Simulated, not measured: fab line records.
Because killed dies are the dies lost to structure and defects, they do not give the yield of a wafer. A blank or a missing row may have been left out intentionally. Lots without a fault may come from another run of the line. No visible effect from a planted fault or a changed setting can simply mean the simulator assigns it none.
Which tool was responsible? -- flow gf180mcu -- 30 wafers from 10 lots sampled at 6 of the route's 602 steps

WHAT THE GAUGES SHOWED, per wafer
GF_V4_RS_MEAS_24: uses a four-point probe to measure. Usual: V4_W_RS 0.329 ohm/sq, standard deviation 0.0044.
lot,measured,on,V4_W_RS (ohm/sq),flag
L435,day 24 21:10,film metro-01,0.331 0.331 0.321,
L438,day 26 00:22,film metro-03,0.339 0.326 0.336,
L440,day 26 16:19,film metro-01,0.333 0.213 0.212 0.334 0.213 0.212,OFF
L441,day 27 00:55,film metro-02,0.214 0.329 0.212 0.214 0.330 0.212,OFF
L444,day 27 21:21,film metro-02,0.329 0.333 0.332,
L449,day 29 05:42,film metro-03,0.328 0.329 0.327,
L450,day 29 10:32,film metro-03,0.331 0.331 0.334,
L454,day 30 14:23,film metro-01,0.324 0.333 0.328,
L455,day 30 21:27,film metro-01,0.333 0.329 0.325,
L456,day 31 03:26,film metro-02,0.333 0.327 0.326,

GF_V4_THK_MEAS_25: measures by xrf. Usual: V4_W_THK 349 nm, standard deviation 5.9.
lot,measured,on,V4_W_THK (nm),flag
L435,day 24 21:17,film metro-01,348 349 355,
L438,day 26 00:29,film metro-03,342 352 344,
L440,day 26 18:49,film metro-01,342 536 534 341 530 537,OFF
L441,day 27 04:50,film metro-02,541 348 540 540 349 542,OFF
L444,day 27 21:28,film metro-02,349 345 346,
L449,day 29 05:49,film metro-03,346 348 350,
L450,day 29 10:38,film metro-03,344 346 343,
L454,day 30 14:30,film metro-01,356 346 351,
L455,day 30 21:34,film metro-01,346 348 352,
L456,day 31 03:33,film metro-02,338 343 346,

GF_MIM_THK_MEAS_06. Usual: MIM_CVD_05_THK 42.7 nm, standard deviation 0.59.
lot,measured,on,MIM_CVD_05_THK (nm),flag
L435,day 24 21:54,film metro-04,41.8 42.0 43.2,
L438,day 26 01:05,film metro-03,42.9 42.4 43.8,
L440,day 27 02:04,film metro-02,42.1 43.4 43.0,
L441,day 27 10:10,film metro-02,42.0 41.7 42.5,
L444,day 27 22:07,film metro-02,42.3 42.2 43.0,
L449,day 29 06:25,film metro-02,42.2 42.1 42.7,
L450,day 29 11:16,film metro-03,42.3 43.1 43.4,
L454,day 30 15:07,film metro-04,43.3 42.3 43.0,
L455,day 30 22:11,film metro-02,42.6 42.1 42.6,
L456,day 31 04:10,film metro-04,42.7 43.1 43.6,

EACH LOT AND THE TOOL THAT RAN IT (in order: tool; ch and the chambers of the sampled wafers; start)
lot,GF_V4_CVD_23,GF_V4_CMP_26,GF_MIM_CVD_05
L435,"cvd w-01 ch 0,1, day 24 21:04","cmp-01 ch 1,2, day 24 21:24","pecvd-03 ch 0,1,2, day 24 21:52"
L438,"cvd w-01 ch 0,1, day 26 00:14","cmp-02 ch 0,1,3, day 26 00:32","pecvd-01 ch 0,2, day 26 01:03"
L440,"cvd w-01 ch 0,1, day 26 16:11","cmp-02 ch 0,2,3, day 27 01:29","pecvd-03 ch 0,1,2, day 27 02:01"
L441,"cvd w-01 ch 0,1, day 27 00:47","cmp-02 ch 0,2,3, day 27 09:32","pecvd-03 ch 1,2, day 27 10:00"
L444,"cvd w-02 ch 0,1, day 27 21:14","cmp-01 ch 0,1, day 27 21:32","pecvd-02 ch 0,1,2, day 27 22:04"
L449,"cvd w-02 ch 1, day 29 05:34","cmp-01 ch 0,1,2, day 29 05:55","pecvd-03 ch 0,2, day 29 06:23"
L450,"cvd w-02 ch 0,1, day 29 10:26","cmp-01 ch 0,1,2, day 29 10:41","pecvd-02 ch 0,2, day 29 11:12"
L454,"cvd w-01 ch 0,1, day 30 14:16","cmp-01 ch 0,1,2, day 30 14:34","pecvd-01 ch 0,1, day 30 15:05"
L455,"cvd w-02 ch 0,1, day 30 21:20","cmp-01 ch 0,2, day 30 21:41","pecvd-03 ch 0,1,2, day 30 22:09"
L456,"cvd w-01 ch 0,1, day 31 03:19","cmp-01 ch 0,1,3, day 31 03:43","pecvd-02 ch 0,1,2, day 31 04:08"
- GF_V4_CVD_23: deposits W, target thk 350 nm, time 104.9 s.
- GF_V4_CMP_26: polishes, stops on SiO2, t overpolish 15 s, target thk 0 nm.
- GF_MIM_CVD_05: deposits Si3N4, target thk 42 nm, time 29.68 s.

AS READ BY THE TOOLS THEMSELVES (means over the sampled wafers that have a number; for cases with no such wafer, the mark the record gives instead)
GF_V4_CVD_23. Usual: chamber pressure Torr 39.99 Torr, standard deviation 0.096; heater power w 865 W, standard deviation 24.
lot,tool,chamber pressure Torr (Torr),heater power w (W),flag
L435,cvd w-01,40.04,858,
L438,cvd w-01,40.04,855,
L440,cvd w-01,40.04,867,
L441,cvd w-01,40.02,874,
L444,cvd w-02,39.95,847,
L449,cvd w-02,39.97,871,
L450,cvd w-02,39.99,836,
L454,cvd w-01,40.06,890,
L455,cvd w-02,39.97,865,
L456,cvd w-01,40.07,874,

GF_V4_CMP_26. Usual: head pressure psi 3.500 psi, standard deviation 0.0074; motor current A 10.6 A, standard deviation 0.64; slurry filter dp kPa 13.50 kPa, standard deviation 0.13; time to endpoint s 84 s, standard deviation 3.9.
lot,tool,head pressure psi (psi),motor current A (A),slurry filter dp kPa (kPa),time to endpoint s (s),flag
L435,cmp-01,3.507,10.5,13.57,86,
L438,cmp-02,3.503,10.7,13.71,83,
L440,cmp-02,3.497,10.4,13.56,111,OFF
L441,cmp-02,3.493,10.5,13.51,108,OFF
L444,cmp-01,3.506,11.3,13.47,84,
L449,cmp-01,3.494,10.4,13.43,87,
L450,cmp-01,3.501,10.9,13.62,84,
L454,cmp-01,3.492,11.2,13.48,89,
L455,cmp-01,3.502,10.1,13.54,84,
L456,cmp-01,3.506,10.9,13.45,87,

GF_MIM_CVD_05. Usual: 699 W for heater power w, sd 120.
lot,tool,heater power w (W),flag
L435,pecvd-03,630,
L438,pecvd-01,623,
L440,pecvd-03,621,
L441,pecvd-03,585,
L444,pecvd-02,838,
L449,pecvd-03,557,
L450,pecvd-02,732,
L454,pecvd-01,710,
L455,pecvd-03,627,
L456,pecvd-02,848,

THE ANSWER, worked out from the rows above alone
Rule: a lot is off if the mean of its wafers that have a number lies more than 3 standard deviations from the usual mean. Also off: a lot with no number at a reading for which 4 or more lots have one. All remaining lots with rows at the step are treated as sound. Order of review: gauges by route order, followed by the tools' own readings, for which a lot's mean as printed above is used. The first step at which some lot is off is used, and at that step the reading that is off furthest; a lot without a number counts as furthest.
Off: L440, L441, at GF_V4_RS_MEAS_24 (V4_W_RS).
A tool fits if, at a process step before that reading, it ran every lot that is off, and no sound lot after the first of them. Not tried: the gauges at GF_V4_RS_MEAS_24; whatever is off there is also off at GF_V4_CMP_26, on other tools, and gauge error can't account for it. None of those tried fits.

WHAT THE SIMULATOR PUT IN
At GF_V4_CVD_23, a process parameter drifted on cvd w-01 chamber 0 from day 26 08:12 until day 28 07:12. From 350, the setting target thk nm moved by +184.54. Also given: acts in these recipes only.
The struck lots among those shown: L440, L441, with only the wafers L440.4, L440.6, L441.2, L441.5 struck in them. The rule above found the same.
